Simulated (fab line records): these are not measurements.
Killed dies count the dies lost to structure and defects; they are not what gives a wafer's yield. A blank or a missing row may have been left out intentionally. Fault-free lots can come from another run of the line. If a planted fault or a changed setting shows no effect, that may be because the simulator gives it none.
fab line records	flow gf180mcu
record: lots: 14	wafers: 42	last-day: 34
route steps=602 shown STI@25 MVSD@72 VT_IMPLANT@135
lots untouched by any fault: they come from a run of this same line in which no faults occurred
start-h: the number of hours between the record's first day and the start of the first shown wafer of the lot	wait-h: hours from the lot's prior step to this one	" identical to the entry in the row above	L1.1+2: one row covering several wafers at once	- no value present, or no start provided	* or withheld: withheld	< > ~ a bound
route shown NAME@n: names a module that has steps shown in the file, with the first one's number in the route	usual: mean and standard deviation over wafers with no fault	same: alike in all rows	chamber/n: place in a boat	sites: the reading at each site	_std_site: the standard deviation of these	_edge_site: the outer-site mean with the inner-site mean subtracted	radius-mm: how far each site lies from the wafer's centre	mask NAME#n: copy n	behind: the most recent tool/chamber to have shaped the wafer	hold: why the lot went on hold/how many hours it stayed there/how the hold came to an end	device: which transistor (n, p or np) failed to switch	end of line: the route-end tests of the same wafers	a step with no rows: only its recipe	killed: count of dies lost to structure and defects at first sort (not the wafer's yield)	map: shows each die of a wafer: x if killed, . if not, _ if none is there
set.NAME: the setting the step ran with; set.NAME@STEP: the setting that earlier step ran with	model.NAME: the simulator's own value behind a step, which no gauge read
route steps across a sampled set of lots; one table per step, one row per wafer
== steps ==
step: GF_STI_THK_MEAS_24
recipe: reads: SiO2_of_STI_CVD_23
usual: STI_CVD_23_THK: 646/12
lot.wafer	tool	chamber	start-h	wait-h	STI_CVD_23_THK[nm]
L541.1	film-metro-02	-	33.53	0.0	657
L541.2	"	-	"	"	632
L541.6	"	-	"	"	652
L542.1	film-metro-02	-	39.59	0.0	656
L542.2	"	-	"	"	653
L542.5	"	-	"	"	663
L543.2	film-metro-03	-	43.37	0.0	651
L543.3	"	-	"	"	625
L543.5	"	-	"	"	647
L545.3	film-metro-04	-	53.69	0.1	661
L545.4	"	-	"	"	632
L545.6	"	-	"	"	643
L548.2	film-metro-03	-	68.24	0.0	625
L548.3	"	-	"	"	648
L548.4	"	-	"	"	638
L549.2	film-metro-02	-	74.09	0.0	654
L549.4	"	-	"	"	641
L549.6	"	-	"	"	658
L551.2	film-metro-03	-	83.92	0.0	648
L551.3	"	-	"	"	645
L551.4	"	-	"	"	646
L552.2	film-metro-03	-	88.90	0.0	633
L552.5	"	-	"	"	636
L552.6	"	-	"	"	623
L553.3	film-metro-02	-	95.75	0.1	630
L553.5	"	-	"	"	627
L553.6	"	-	"	"	650
L554.1	film-metro-04	-	100.13	0.0	652
L554.2	"	-	"	"	660
L554.5	"	-	"	"	653
L555.1	film-metro-02	-	105.24	0.0	648
L555.2	"	-	"	"	654
L555.3	"	-	"	"	637
L557.1	film-metro-02	-	115.90	0.0	662
L557.3	"	-	"	"	656
L557.4	"	-	"	"	646
L562.1	film-metro-02	-	142.61	0.0	635
L562.3	"	-	"	"	653
L562.5	"	-	"	"	658
L563.1	film-metro-02	-	145.89	0.0	626
L563.3	"	-	"	"	646
L563.6	"	-	"	"	632
step: GF_STI_THK_MEAS_30
recipe: reads: SiO2_of_STI_OXIDATION_29
usual: STI_OXIDATION_02_THK: 9.92/0.18
lot.wafer	tool	chamber	start-h	wait-h	STI_OXIDATION_02_THK[nm]
L541.1	film-metro-02	-	36.98	0.0	10.09
L541.2	"	-	"	"	9.98
L541.6	"	-	"	"	10.11
L542.1	film-metro-02	-	42.30	0.0	9.89
L542.2	"	-	"	"	9.85
L542.5	"	-	"	"	9.62
L543.2	film-metro-02	-	46.10	0.0	9.74
L543.3	"	-	"	"	9.82
L543.5	"	-	"	"	9.72
L545.3	film-metro-02	-	57.49	0.0	9.58
L545.4	"	-	"	"	9.60
L545.6	"	-	"	"	9.66
L548.2	film-metro-04	-	70.60	0.0	9.65
L548.3	"	-	"	"	9.66
L548.4	"	-	"	"	9.51
L549.2	film-metro-03	-	76.49	0.0	9.88
L549.4	"	-	"	"	9.83
L549.6	"	-	"	"	9.92
L551.2	film-metro-03	-	86.32	0.0	9.97
L551.3	"	-	"	"	9.77
L551.4	"	-	"	"	9.99
L552.2	film-metro-03	-	91.25	0.0	9.93
L552.5	"	-	"	"	9.92
L552.6	"	-	"	"	9.92
L553.3	film-metro-03	-	98.26	0.0	9.96
L553.5	"	-	"	"	9.93
L553.6	"	-	"	"	9.81
L554.1	film-metro-02	-	102.69	0.0	10.09
L554.2	"	-	"	"	10.23
L554.5	"	-	"	"	10.10
L555.1	film-metro-02	-	107.64	0.0	9.89
L555.2	"	-	"	"	10.00
L555.3	"	-	"	"	9.84
L557.1	film-metro-04	-	118.40	0.0	9.97
L557.3	"	-	"	"	9.82
L557.4	"	-	"	"	9.78
L562.1	film-metro-03	-	145.26	0.0	10.26
L562.3	"	-	"	"	10.21
L562.5	"	-	"	"	10.09
L563.1	film-metro-04	-	148.24	0.0	10.28
L563.3	"	-	"	"	9.96
L563.6	"	-	"	"	10.14
step: GF_MVSD_DEVELOP_06
recipe: wall-angle-deg: 90	develop-time-s: 60	dev-temp-c: 23
lot.wafer	tool	chamber	start-h	wait-h
L541.1+2+6	litho-track-02	0	88	-
L542.1+2+5	litho-track-04	0	94	-
L543.2+3+5	litho-track-02	0	100	-
L545.3+4+6	litho-track-04	0	112	-
L548.2+3+4	litho-track-02	0	128	-
L549.2+4+6	litho-track-02	0	134	-
L551.2+3+4	litho-track-04	0	145	-
L552.2+5+6	litho-track-04	0	149	-
L553.3+5+6	litho-track-02	0	159	-
L554.1+2+5	litho-track-03	0	163	-
L555.1+2+3	litho-track-04	0	170	-
L557.1+3+4	litho-track-02	0	181	-
L562.1+3+5	litho-track-02	0	210	-
L563.1+3+6	litho-track-02	0	214	-
step: GF_MVSD_OVL_MEAS_07
usual: MVSD_OVL: 1.1/1.5
lot.wafer	tool	chamber	start-h	wait-h	MVSD_OVL[nm]
L541.1	overlay-02	-	88.64	-	3.0
L541.2	"	-	"	"	4.6
L541.6	"	-	"	"	1.6
L542.1	overlay-02	-	95.08	-	3.0
L542.2	"	-	"	"	-0.4
L542.5	"	-	"	"	0.0
L543.2	overlay-02	-	101.10	-	0.7
L543.3	"	-	"	"	0.7
L543.5	"	-	"	"	2.2
L545.3	overlay-01	-	112.99	-	0.5
L545.4	"	-	"	"	-1.4
L545.6	"	-	"	"	0.3
L548.2	overlay-01	-	128.64	-	1.1
L548.3	"	-	"	"	2.7
L548.4	"	-	"	"	1.7
L549.2	overlay-02	-	134.54	-	2.0
L549.4	"	-	"	"	-0.5
L549.6	"	-	"	"	-1.0
L551.2	overlay-02	-	145.54	-	-1.1
L551.3	"	-	"	"	1.5
L551.4	"	-	"	"	1.0
L552.2	overlay-02	-	149.49	-	-
L552.5	"	-	"	"	-
L552.6	"	-	"	"	-
L553.3	overlay-02	-	159.35	-	1.4
L553.5	"	-	"	"	2.5
L553.6	"	-	"	"	0.5
L554.1	overlay-02	-	163.73	-	2.7
L554.2	"	-	"	"	3.3
L554.5	"	-	"	"	2.4
L555.1	overlay-01	-	170.43	-	-
L555.2	"	-	"	"	-
L555.3	"	-	"	"	-
L557.1	overlay-01	-	181.29	-	-2.0
L557.3	"	-	"	"	-1.1
L557.4	"	-	"	"	1.3
L562.1	overlay-02	-	211.14	-	2.4
L562.3	"	-	"	"	0.4
L562.5	"	-	"	"	3.3
L563.1	overlay-02	-	214.29	-	1.9
L563.3	"	-	"	"	2.8
L563.6	"	-	"	"	2.4
step: GF_MVSD_TW_MEAS_11
usual: MVSD_TW: 1575/20
lot.wafer	tool	chamber	start-h	wait-h	hold	MVSD_TW
L541.1	film-metro-01	-	89.08	0.1	-	1562
L541.2	"	-	"	"	-	1568
L541.6	"	-	"	"	-	1563
L542.1	film-metro-04	-	95.52	0.1	-	1571
L542.2	"	-	"	"	-	1570
L542.5	"	-	"	"	-	1582
L543.2	film-metro-01	-	101.54	0.1	-	1555
L543.3	"	-	"	"	-	1555
L543.5	"	-	"	"	-	1560
L545.3	film-metro-04	-	113.44	0.1	-	1583
L545.4	"	-	"	"	-	1576
L545.6	"	-	"	"	-	1583
L548.2	film-metro-04	-	129.08	0.1	-	1580
L548.3	"	-	"	"	-	1584
L548.4	"	-	"	"	-	1584
L549.2	film-metro-03	-	134.98	0.1	-	1617
L549.4	"	-	"	"	-	1615
L549.6	"	-	"	"	-	1618
L551.2	film-metro-01	-	145.98	0.1	-	1567
L551.3	"	-	"	"	-	1575
L551.4	"	-	"	"	-	1568
L552.2	film-metro-01	-	149.93	0.1	await-dispo/0.2h/release	1480
L552.5	"	-	"	"	await-dispo/0.2h/release	1483
L552.6	"	-	"	"	await-dispo/0.2h/release	1484
L552.2	film-metro-01	-	150.15	0.2	-	1486
L552.5	"	-	"	"	-	1492
L552.6	"	-	"	"	-	1483
L553.3	film-metro-01	-	159.79	0.1	-	1566
L553.5	"	-	"	"	-	1557
L553.6	"	-	"	"	-	1564
L554.1	film-metro-03	-	164.16	0.1	-	1603
L554.2	"	-	"	"	-	1606
L554.5	"	-	"	"	-	1607
L555.1	film-metro-04	-	170.87	0.1	await-dispo/0.2h/release	1491
L555.2	"	-	"	"	await-dispo/0.2h/release	1488
L555.3	"	-	"	"	await-dispo/0.2h/release	1492
L555.1	film-metro-04	-	171.12	0.2	-	1491
L555.2	"	-	"	"	-	1491
L555.3	"	-	"	"	-	1493
L557.1	film-metro-04	-	181.88	0.1	-	1569
L557.3	"	-	"	"	-	1568
L557.4	"	-	"	"	-	1568
L562.1	film-metro-03	-	211.57	0.1	-	1619
L562.3	"	-	"	"	-	1615
L562.5	"	-	"	"	-	1608
L563.1	film-metro-01	-	214.72	0.1	-	1546
L563.3	"	-	"	"	-	1542
L563.6	"	-	"	"	-	1548
step: GF_VT_IMPLANT_RTA_45
recipe: temp-c: 1050	time-s: 30	ambient: N2
usual: lamp-power-pct: 32/4.6	wafer_temp_C_max: 1054.4/0.87
lot.wafer	tool	chamber	start-h	wait-h	lamp-power-pct	wafer_temp_C_max
L541.1	rtp-anneal-01	0	164.37	0.0	36	1054.0
L541.2	"	0	"	"	36	1054.0
L541.6	"	0	"	"	36	1055.3
L542.1	rtp-anneal-01	0	171.83	0.0	36	1055.1
L542.2	"	0	"	"	36	1056.4
L542.5	"	0	"	"	36	1054.4
L543.2	rtp-anneal-02	0	178.97	0.0	26	1055.1
L543.3	"	0	"	"	26	1054.3
L543.5	"	0	"	"	26	1054.5
L545.3	rtp-anneal-01	0	192.68	0.0	36	1053.0
L545.4	"	0	"	"	36	1055.2
L545.6	"	0	"	"	36	1054.0
L548.2	rtp-anneal-02	0	209.24	0.0	26	1054.4
L548.3	"	0	"	"	26	1054.3
L548.4	"	0	"	"	26	1054.9
L549.2	rtp-anneal-01	0	216.50	0.0	36	1054.4
L549.4	"	0	"	"	36	1055.2
L549.6	"	0	"	"	36	1052.8
L551.2	rtp-anneal-01	0	230.80	0.0	36	1054.4
L551.3	"	0	"	"	36	1053.5
L551.4	"	0	"	"	36	1052.8
L552.2	rtp-anneal-02	0	234.20	0.0	26	1054.3
L552.5	"	0	"	"	26	1053.8
L552.6	"	0	"	"	26	1054.1
L553.3	rtp-anneal-01	0	245.31	0.0	36	1053.5
L553.5	"	0	"	"	36	1054.4
L553.6	"	0	"	"	36	1054.3
L554.1	rtp-anneal-01	0	250.63	0.0	36	1053.7
L554.2	"	0	"	"	36	1053.5
L554.5	"	0	"	"	36	1053.6
L555.1	rtp-anneal-02	0	258.22	0.0	26	1054.8
L555.2	"	0	"	"	26	1055.1
L555.3	"	0	"	"	26	1055.2
L557.1	rtp-anneal-02	0	271.82	0.0	26	1055.6
L557.3	"	0	"	"	26	1054.8
L557.4	"	0	"	"	26	1054.6
L562.1	rtp-anneal-01	0	307.97	0.0	36	1054.1
L562.3	"	0	"	"	36	1054.7
L562.5	"	0	"	"	36	1056.1
L563.1	rtp-anneal-01	0	309.87	0.0	36	1055.6
L563.3	"	0	"	"	36	1054.4
L563.6	"	0	"	"	36	1055.5
== key ==
first-sign: step: GF_MVSD_OVL_MEAS_07	reading: MVSD_OVL	direction: missing
effect: step: GF_MVSD_TW_MEAS_11	reading: visit	direction: added
met-at GF_MVSD_DEVELOP_06
struck-lots L552,L555
sort-left-out L552.2,L552.5,L552.6,L555.1,L555.2,L555.3
tester-left-out L552,L555
not-acting-at GF_STI_THK_MEAS_24,GF_STI_THK_MEAS_30,GF_VT_IMPLANT_RTA_45
onset-between 145 149
fault: kind: process-parameter-drift	tool: litho-track-04	chamber: -	onset-h: 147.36	steps: GF_MVSD_DEVELOP_06	channel: develop-time-s	offset: *	shape: step	end-h: 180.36	acts-in: *	stated: *
tester-left-out: of these lots the tester's yield and bins aren't shown, on N5 and GAA mostly nor the transistor test; their killed dies are dies lost to structure and defects alone, not to doping, threshold or leakage, so they don't give the yield
sort-left-out: the simulated sort isn't trusted on such a fault, so these wafers' sort isn't shown, and their yield isn't known
